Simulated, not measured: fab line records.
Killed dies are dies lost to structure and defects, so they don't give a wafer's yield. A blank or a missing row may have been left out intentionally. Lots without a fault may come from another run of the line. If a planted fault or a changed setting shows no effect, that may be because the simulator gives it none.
fab line records -- flow sky130 -- part 2 of 2: steps 29 to 40 of 40
record lots=5, wafers=15, last_day=49
route steps=708 shown VIA2@527 METAL3@532 CAPM@537
lots that met no fault: from a run of the same line without faults
start_h: hours from the record's opening day to when the first of the lot's shown wafers began -- wait_h: time in hours since the lot's previous step -- " unchanged from the row above -- L1.1+2: a row that stands for several wafers -- - no value, or no start was given -- * or withheld: withheld -- < > ~ a bound
route shown NAME@n: a module of which the file shows steps, and the number in the route of the first -- usual: average and standard deviation across the fault-free wafers -- same: alike in all rows -- chamber/n: place in a boat -- sites: the reading at each site -- _std_site: how widely they spread, as a standard deviation -- _edge_site: mean of outer sites minus mean of inner sites -- radius_mm: how far each site lies from the wafer's centre -- mask NAME#n: copy n -- behind: the last tool/chamber to shape the wafer -- hold: cause of the lot's hold/its duration in hours/its outcome -- device: which transistor (n, p or np) failed to switch -- end of line: the same wafers' tests at the end of the route -- where a step has no rows: the recipe by itself -- killed: at the first sort, the dies lost to defects and structure; wafer yield is something else -- map: the dies of a wafer, with x for killed, . for not killed, _ for no die there
set.NAME: the setting that was run; set.NAME@STEP: the one run at that earlier step -- model.NAME: the simulator's own value behind a step, which no gauge read
lots seen at some steps along the route; tables by step, rows by wafer
services: from which hour (start_h, from the record's first day; less than 0 if before it) a tool's chamber was out of use, for how many hours, and why
## steps
# step SKY_METAL3_DEHYDRATE_05
# recipe temp_c=200, time_s=60
# usual heater_power_total_W=160.36/0.12
lot.wafer,tool,chamber,start_h,wait_h,heater_power_total_W
L076.1,litho_track-04,0,908.59,12.0,160.39
L076.2,litho_track-04,0,908.59,12.0,160.43
L076.5,litho_track-04,0,908.59,12.0,160.32
L083.2,litho_track-03,0,952.30,10.6,160.46
L083.3,litho_track-03,0,952.30,10.6,160.40
L083.5,litho_track-03,0,952.30,10.6,160.23
L084.4,litho_track-01,0,963.22,12.0,160.35
L084.5,litho_track-01,0,963.22,12.0,160.22
L084.6,litho_track-01,0,963.22,12.0,160.59
L088.4,litho_track-03,0,986.70,11.6,160.43
L088.5,litho_track-03,0,986.70,11.6,160.20
L088.6,litho_track-03,0,986.70,11.6,160.23
L091.4,litho_track-03,0,1007.50,10.5,160.30
L091.5,litho_track-03,0,1007.50,10.5,160.28
L091.6,litho_track-03,0,1007.50,10.5,160.23
# step SKY_METAL3_HMDS_06
# recipe prime_time_s=60, prime_temp_c=120
lot.wafer,tool,chamber,start_h,wait_h
L076.1+2+5,litho_track-04,0,908.74,0.1
L083.2+3+5,litho_track-03,0,952.45,0.1
L084.4+5+6,litho_track-01,0,963.37,0.1
L088.4+5+6,litho_track-03,0,986.85,0.1
L091.4+5+6,litho_track-03,0,1007.65,0.1
# step SKY_METAL3_COAT_07
# recipe resist=BARC, temp_c=withheld, time_s=withheld, spin_rpm=3000, resist_thk_nm=60
lot.wafer,tool,chamber,start_h,wait_h
L076.1+2+5,litho_track-04,0,908.89,0.1
L083.2+3+5,litho_track-03,0,952.60,0.1
L084.4+5+6,litho_track-01,0,963.52,0.1
L088.4+5+6,litho_track-03,0,987.00,0.1
L091.4+5+6,litho_track-03,0,1007.80,0.1
# step SKY_METAL3_COAT_08
# recipe resist=KrF-thick, spin_rpm=3000, resist_thk_nm=1140
lot.wafer,tool,chamber,start_h,wait_h
L076.1+2+5,litho_track-04,0,-,-
L083.2+3+5,litho_track-03,0,-,-
L084.4+5+6,litho_track-01,0,-,-
L088.4+5+6,litho_track-03,0,-,-
L091.4+5+6,litho_track-03,0,-,-
# step SKY_METAL3_SOFTBAKE_09
# recipe temp_c=100, time_s=90, resist=KrF-thick
# usual heater_power_total_W=57.36/0.12
lot.wafer,tool,chamber,start_h,wait_h,heater_power_total_W
L076.1,litho_track-04,0,-,-,57.50
L076.2,litho_track-04,0,-,-,57.60
L076.5,litho_track-04,0,-,-,57.51
L083.2,litho_track-03,0,-,-,57.46
L083.3,litho_track-03,0,-,-,57.52
L083.5,litho_track-03,0,-,-,57.53
L084.4,litho_track-01,0,-,-,57.59
L084.5,litho_track-01,0,-,-,57.23
L084.6,litho_track-01,0,-,-,57.46
L088.4,litho_track-03,0,-,-,57.32
L088.5,litho_track-03,0,-,-,57.53
L088.6,litho_track-03,0,-,-,57.36
L091.4,litho_track-03,0,-,-,57.31
L091.5,litho_track-03,0,-,-,57.18
L091.6,litho_track-03,0,-,-,57.25
# step SKY_METAL3_EXPOSE_10
# recipe mask_id=MM3, na=0.68, source_shape=annular, sigma_inner=0.4, sigma_outer=0.8, target_cd_nm=300, dose_mj=28
# same na=0.68
lot.wafer,tool,chamber,start_h,wait_h,mask
L076.1+2+5,krf_scanner-02,0,-,-,MM3#0
L083.2+3+5,krf_scanner-01,0,-,-,MM3#0
L084.4+5+6,krf_scanner-02,0,-,-,MM3#0
L088.4+5+6,krf_scanner-01,0,-,-,MM3#0
L091.4+5+6,krf_scanner-01,0,-,-,MM3#0
# step SKY_METAL3_PEB_11
# recipe peb_temp_c=withheld, peb_time_s=withheld, resist=KrF-thick
lot.wafer,tool,chamber,start_h,wait_h
L076.1+2+5,litho_track-04,0,-,-
L083.2+3+5,litho_track-01,0,-,-
L084.4+5+6,litho_track-03,0,-,-
L088.4+5+6,litho_track-04,0,-,-
L091.4+5+6,litho_track-04,0,-,-
# step SKY_METAL3_DEVELOP_12
# recipe develop_time_s=60, resist=KrF-thick, dev_temp_c=21
# same develop_time_s=60
lot.wafer,tool,chamber,start_h,wait_h
L076.1+2+5,litho_track-04,0,-,-
L083.2+3+5,litho_track-01,0,-,-
L084.4+5+6,litho_track-03,0,-,-
L088.4+5+6,litho_track-04,0,-,-
L091.4+5+6,litho_track-04,0,-,-
# step SKY_METAL3_CD_MEAS_13
# recipe target_cd_nm=300
# usual cd_nm=299.8/1.4
lot.wafer,tool,chamber,start_h,wait_h,cd_nm
L076.1,cd_sem-01,-,921.64,-,299.9
L076.2,cd_sem-01,-,921.64,-,300.0
L076.5,cd_sem-01,-,921.64,-,299.1
L083.2,cd_sem-02,-,965.81,-,299.5
L083.3,cd_sem-02,-,965.81,-,298.8
L083.5,cd_sem-02,-,965.81,-,300.6
L084.4,cd_sem-01,-,975.08,-,297.5
L084.5,cd_sem-01,-,975.08,-,297.5
L084.6,cd_sem-01,-,975.08,-,297.2
L088.4,cd_sem-01,-,999.20,-,297.5
L088.5,cd_sem-01,-,999.20,-,297.2
L088.6,cd_sem-01,-,999.20,-,298.7
L091.4,cd_sem-02,-,1019.40,-,300.0
L091.5,cd_sem-02,-,1019.40,-,300.1
L091.6,cd_sem-02,-,1019.40,-,300.2
# step SKY_METAL3_OVL_MEAS_14
# usual METAL3_OVL=-2/5
lot.wafer,tool,chamber,start_h,wait_h,METAL3_OVL[nm]
L076.1,overlay-02,-,921.76,0.1,0
L076.2,overlay-02,-,921.76,0.1,1
L076.5,overlay-02,-,921.76,0.1,3
L083.2,overlay-02,-,965.92,0.1,-6
L083.3,overlay-02,-,965.92,0.1,-1
L083.5,overlay-02,-,965.92,0.1,-10
L084.4,overlay-02,-,975.16,0.1,3
L084.5,overlay-02,-,975.16,0.1,-1
L084.6,overlay-02,-,975.16,0.1,-4
L088.4,overlay-01,-,999.28,0.1,4
L088.5,overlay-01,-,999.28,0.1,-5
L088.6,overlay-01,-,999.28,0.1,2
L091.4,overlay-01,-,1019.48,0.1,-3
L091.5,overlay-01,-,1019.48,0.1,0
L091.6,overlay-01,-,1019.48,0.1,-5
# step SKY_METAL3_DESCUM_15
# recipe chemistry=O2, source_power_w=150, bias_power_w=0, pressure_mtorr=10, temp_c=40, time_s=8
# usual drypump_motor_current_A=5.7/0.54, oes_product_au=0.998/0.011
lot.wafer,tool,chamber,start_h,wait_h,drypump_motor_current_A,oes_product_au,rf_hours_counter_h
L076.1,rie_metal-02,0,921.79,0.0,5.9,1.000,6
L076.2,rie_metal-02,1,921.79,0.0,4.7,1.008,7
L076.5,rie_metal-02,0,921.79,0.0,5.9,0.994,-
L083.2,rie_metal-02,1,965.95,0.0,4.7,1.010,9
L083.3,rie_metal-02,0,965.95,0.0,5.9,0.993,-
L083.5,rie_metal-02,0,965.95,0.0,5.9,0.991,-
L084.4,rie_metal-03,0,975.21,0.0,5.2,1.018,-
L084.5,rie_metal-03,0,975.21,0.0,5.2,1.015,-
L084.6,rie_metal-03,0,975.21,0.0,5.2,1.022,-
L088.4,rie_metal-01,0,999.31,0.0,5.8,0.989,-
L088.5,rie_metal-01,0,999.31,0.0,5.8,0.979,-
L088.6,rie_metal-01,1,999.31,0.0,6.4,0.996,-
L091.4,rie_metal-02,0,1019.51,0.0,5.8,0.998,-
L091.5,rie_metal-02,1,1019.51,0.0,4.7,1.017,-
L091.6,rie_metal-02,0,1019.51,0.0,5.9,0.995,-
# step SKY_METAL3_ETCH_16
# recipe chemistry=N2/H2, target=BARC, ion_energy_ev=200, bias_w=100, pressure_mtorr=30, n2_flow_sccm=100, h2_flow_sccm=200, icp_w=500, stop_on=SiO2, time_s=88.2, target_depth_a=600
# usual drypump_motor_current_A=5.7/0.54, oes_product_au=0.626/0.005, throttle_valve_pct=13.205/0.009
lot.wafer,tool,chamber,start_h,wait_h,drypump_motor_current_A,oes_product_au,rf_hours_counter_h,throttle_valve_pct
L076.1,rie_metal-02,0,921.83,0.0,5.9,0.612,6,13.224
L076.2,rie_metal-02,1,921.83,0.0,4.7,0.629,7,13.192
L076.5,rie_metal-02,0,921.83,0.0,5.9,0.623,-,13.224
L083.2,rie_metal-02,1,965.98,0.0,4.7,0.627,9,13.215
L083.3,rie_metal-02,0,965.98,0.0,5.9,0.638,-,13.219
L083.5,rie_metal-02,0,965.98,0.0,5.9,0.623,-,13.203
L084.4,rie_metal-03,0,975.34,0.1,5.2,0.628,-,13.218
L084.5,rie_metal-03,0,975.34,0.1,5.2,0.633,-,13.195
L084.6,rie_metal-03,0,975.34,0.1,5.2,0.626,-,13.196
L088.4,rie_metal-01,0,999.36,0.0,5.8,0.625,-,13.194
L088.5,rie_metal-01,0,999.36,0.0,5.8,0.625,-,13.207
L088.6,rie_metal-01,1,999.36,0.0,6.3,0.632,-,13.200
L091.4,rie_metal-02,0,1019.56,0.0,5.9,0.618,-,13.200
L091.5,rie_metal-02,1,1019.56,0.0,4.7,0.631,-,13.210
L091.6,rie_metal-02,0,1019.56,0.0,5.9,0.624,-,13.186
## services
tool,chamber,start_h,hours,kind
cvd_w-01,-,855.60,6.9,pm
pecvd-02,-,866.36,5.5,pm
cmp-02,-,868.17,3.4,repair
krf_scanner-02,-,881.86,1.3,pm
cmp-02,-,891.51,14.8,pm
rie_metal-03,-,893.04,2.8,pm
krf_scanner-01,-,895.99,3.6,pm
rie_metal-04,1,900.10,15.6,repair
pvd_sputter-04,-,900.39,18.2,repair
rie_metal-02,-,902.56,4.7,repair
cvd_w-01,-,904.00,14.0,pm
cvd_w-01,-,919.31,1.0,repair
krf_scanner-02,-,927.31,0.8,pm
krf_scanner-01,-,940.33,0.8,pm
pvd_sputter-02,-,942.36,10.4,repair
krf_scanner-02,-,951.06,0.2,repair
krf_scanner-02,-,951.79,5.4,repair
cvd_w-02,-,953.39,1.9,repair
pecvd-02,-,956.79,1.3,repair
pvd_sputter-04,-,957.31,26.4,repair
krf_scanner-01,-,967.06,1.0,pm
iline_stepper-02,-,986.77,8.9,repair
krf_scanner-01,-,992.66,1.3,pm
cmp-02,-,1004.17,2.8,repair
